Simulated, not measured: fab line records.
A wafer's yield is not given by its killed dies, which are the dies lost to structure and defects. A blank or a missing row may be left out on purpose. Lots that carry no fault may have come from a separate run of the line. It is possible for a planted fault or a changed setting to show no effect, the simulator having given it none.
One fault through the eyes of 2 desks | flow gf180mcu | what lay behind the numbers comes last; until then each desk has only its own

== TOOL OWNER'S DESK, rie_diel-01 ==
The tool's own readings at GF_V2_ETCH_16 (etches BARC in N2/H2): means of the sampled wafers that have a number, for each lot that ran on this tool. Marked OUT: a lot whose mean sits more than 4 standard deviations from the usual mean, which makes it out of limits; the brackets give that distance.
Columns: A = drypump_motor_current_A at GF_V2_ETCH_16, usual 5.7 A; B = h2_flow_sccm at GF_V2_ETCH_16, usual 200.0 sccm; C = oes_product_au at GF_V2_ETCH_16, usual 0.855 a.u.; D = throttle_valve_pct at GF_V2_ETCH_16, usual 13.225 %
lot  | first seen here | A   | B     | C     | D
L749 | day 20 00:33    | 5.8 | 200.7 | 0.852 | 13.218
L750 | day 20 07:52    | 6.0 | 199.9 | 0.855 | 13.227
L759 | day 24 04:01    | 6.1 | 200.2 | 0.851 | 13.225
L761 | day 24 19:13    | 6.1 | 199.6 | 0.854 | 13.224
L770 | day 27 09:57    | 5.8 | 200.1 | 0.858 | 13.226
This desk's verdict: no lot among the 5 shows anything out of limits.

== FROM THE METROLOGY DESK ==
What the gauges read for every lot (on any tool): the sampled wafers with a number, averaged. Marked OUT: a lot whose mean sits more than 4 standard deviations from the usual mean, which makes it out of limits; the brackets give that distance.
Columns: A = M5_OVL at GF_M5_OVL_MEAS_08, usual 2 nm; B = TOP_METAL_ALCU_RS at GF_TOP_METAL_RS_MEAS_05, usual 0.0329 ohm/sq
lot  | first seen here | A  | B
L749 | day 26 02:35    | 0  | 0.0326
L750 | day 26 08:47    | 1  | 0.0326
L752 | day 27 04:25    | -2 | 0.0329
L757 | day 28 20:08    | 2  | 0.0326
L759 | day 29 13:40    | 1  | 0.0324
L761 | day 30 03:59    | 6  | 0.0330
L764 | day 30 19:37    | -4 | 0.0332
L765 | day 31 11:07    | 4  | 0.0327
L768 | day 31 21:58    | 7  | 0.0331
L769 | day 31 23:56    | -5 | 0.0338
L770 | day 32 09:26    | 3  | 0.0332
L771 | day 32 12:31    | 8  | 0.0336
This desk's verdict: no lot among the 12 shows anything out of limits.

== TAKEN TOGETHER ==
The tool owner's desk saw nothing out of limits.
The metrology desk saw nothing out of limits.

== WHAT WAS PUT IN BY THE SIMULATOR ==
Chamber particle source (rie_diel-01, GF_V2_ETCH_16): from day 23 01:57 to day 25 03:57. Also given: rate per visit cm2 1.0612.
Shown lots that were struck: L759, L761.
